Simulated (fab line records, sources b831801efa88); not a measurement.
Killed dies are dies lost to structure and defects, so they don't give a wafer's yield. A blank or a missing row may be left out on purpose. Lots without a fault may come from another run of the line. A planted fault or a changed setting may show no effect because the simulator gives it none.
A struck lot beside a sound one | flow sky130 | 15 steps out of a route of 708
Sound: wafers L662.2, L662.3, L662.5. Struck: wafers L677.1, L677.3, L677.5. The cause comes at the end.
At each step with rows: each side's tool, then ch and its chambers, then its first start. Under that, the readings that differ: sound wafers | struck wafers | difference of the means | sigmas: that difference in standard deviations of wafers without a fault.
alike: readings whose means differ by less than 2 such deviations, and words and numbers that are the same on both sides. not compared: withheld readings, readings that some wafer has no value for, bounds like >300 that may hide the same value, and numbers for which the record gives no deviation and whose values overlap.
The two part at a step that has a row with sigmas, a row that says differs or no value, or rows on one side only. Numbers that don't overlap but have no deviation are shown without sigmas and don't part them. A reading that every wafer of one side lacks parts them only if that side has two wafers or more.

SKY_VIA4_THK_MEAS_01:
  sound on film_metro-02, day 44 02:35; struck on film_metro-03, day 47 03:29
  alike: VIA4_HDPCVD_THK
SKY_VIA4_CMP_02: polishes SiO2.
  sound on cmp-01 ch 1,2, day 44 02:38; struck on cmp-01 ch 0,1, day 47 03:33
  alike: motor_current_A
SKY_VIA4_BOW_MEAS_03:
  sound on film_metro-04, day 44 02:58; struck on film_metro-03, day 47 03:51
  alike: VIA4_BOW
then, 7 steps without rows for these wafers: SKY_VIA4_DEHYDRATE_04 (time 60 s); SKY_VIA4_HMDS_05 (prime time 60 s); SKY_VIA4_COAT_06 (resist thk 1140 nm); SKY_VIA4_SOFTBAKE_07 (time 60 s); SKY_VIA4_EXPOSE_08 (exposes mask VIM4, target cd 800 nm); SKY_VIA4_PEB_09; SKY_VIA4_DEVELOP_10 (develop time 60 s).
SKY_VIA4_OVL_MEAS_11:
  sound on overlay-02, day 44 23:51; struck on overlay-02, day 48 00:24
  alike: VIA4_OVL
SKY_VIA4_ETCH_12: etches SiO2 in C4F8/O2/Ar, stops on TiN, target depth 580 nm.
  sound on rie_diel-04 ch 0,1, day 44 23:53; struck on rie_diel-04 ch 0,2, day 48 00:26
  alike: oes_product_au
SKY_VIA4_STRIP_13: strips in O2/N2.
  sound on plasma_asher-04 ch 0,1, day 44 23:57; struck on plasma_asher-04 ch 0,1, day 48 00:31
  no value came back on the struck wafers for chamber_pressure_mTorr (mTorr), drypump_motor_current_A (A), oes_product_au (a.u.), strip_time_to_endpoint_s (s); on the sound wafers chamber_pressure_mTorr (mTorr) reads 1500.6 1501.9 1499.2
  reading                                   | sound | struck         | difference | sigmas
  model.NOVOLAK_of_VIA4_COAT_06.thk_nm (nm) | 0 0 0 | 1007 1004 1005 | +1005      |
  not compared: rf_hours_counter_h
then, 1 step without rows for these wafers: SKY_VIA4_STRIP_14 (strips in post etch residue remover, time 1200 s).
-- the record jumps here: 2 days lie between the struck wafers' starts before and after (it left off in module VIA4 and takes up again in module PAD_OPEN, whose first step shown is number 708 of the route) --
SKY_PAD_OPEN_PROBE_99:
  sound on prober-02, day 47 20:13; struck on prober-01, day 50 10:58
  reading                  | sound          | struck                                                               | difference                   | sigmas
  hold                     | - - -          | await_dispo/2.1h/scrap await_dispo/2.1h/scrap await_dispo/2.1h/scrap | no value on the sound wafers |
  defect_limited_yield (%) | 84.1 85.0 79.5 | 0.4 0.4 0.2                                                          | -82.5                        | -43
  killed_at_M0_to_M3       | 42 38 61       | 10 13 7                                                              | -37                          | -6
  killed_at_M4_up          | 1 3 2          | 464 469 474                                                          | +467                         | +99 or more
  killed_at_contacts       | 22 19 19       | 8 6 6                                                                | -13                          | -3
  killed_at_front_end      | 13 14 19       | 8 2 4                                                                | -11                          | -2
  killed_dies              | 78 74 101      | 490 490 491                                                          | +406                         | +44
  killed_on_rim            | 11 9 24        | 95 95 96                                                             | +81                          | +21
  killed_open              | 44 42 55       | 13 15 6                                                              | -36                          | -5
  killed_short             | 34 31 46       | 14 6 11                                                              | -27                          | -5
  sort_bin_3_pad_short (%) | 0.2 0.2 1.6    | 24.6 25.4 23.8                                                       | +23.9                        | +57
  sort_bin_5_function (%)  | 9.3 10.8 10.8  | 72.4 71.3 73.4                                                       | +62.1                        | +41
  sort_bin_6_memory (%)    | 6.3 4.1 8.1    | 2.6 2.8 2.6                                                          | -3.5                         | -3
  sort_n_pass              | 414 418 391    | 2 2 1                                                                | -406                         | -44
  sort_yield_pct (%)       | 84.1 85.0 79.5 | 0.4 0.4 0.2                                                          | -82.5                        | -43
  alike: killed_at_other

WHERE THEY PART
First at SKY_VIA4_STRIP_13; last, within this record, at SKY_PAD_OPEN_PROBE_99.

WHY: what the simulator had put in
Skipped step whole: plasma_asher-04, from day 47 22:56 on, at SKY_VIA4_STRIP_13. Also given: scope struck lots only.
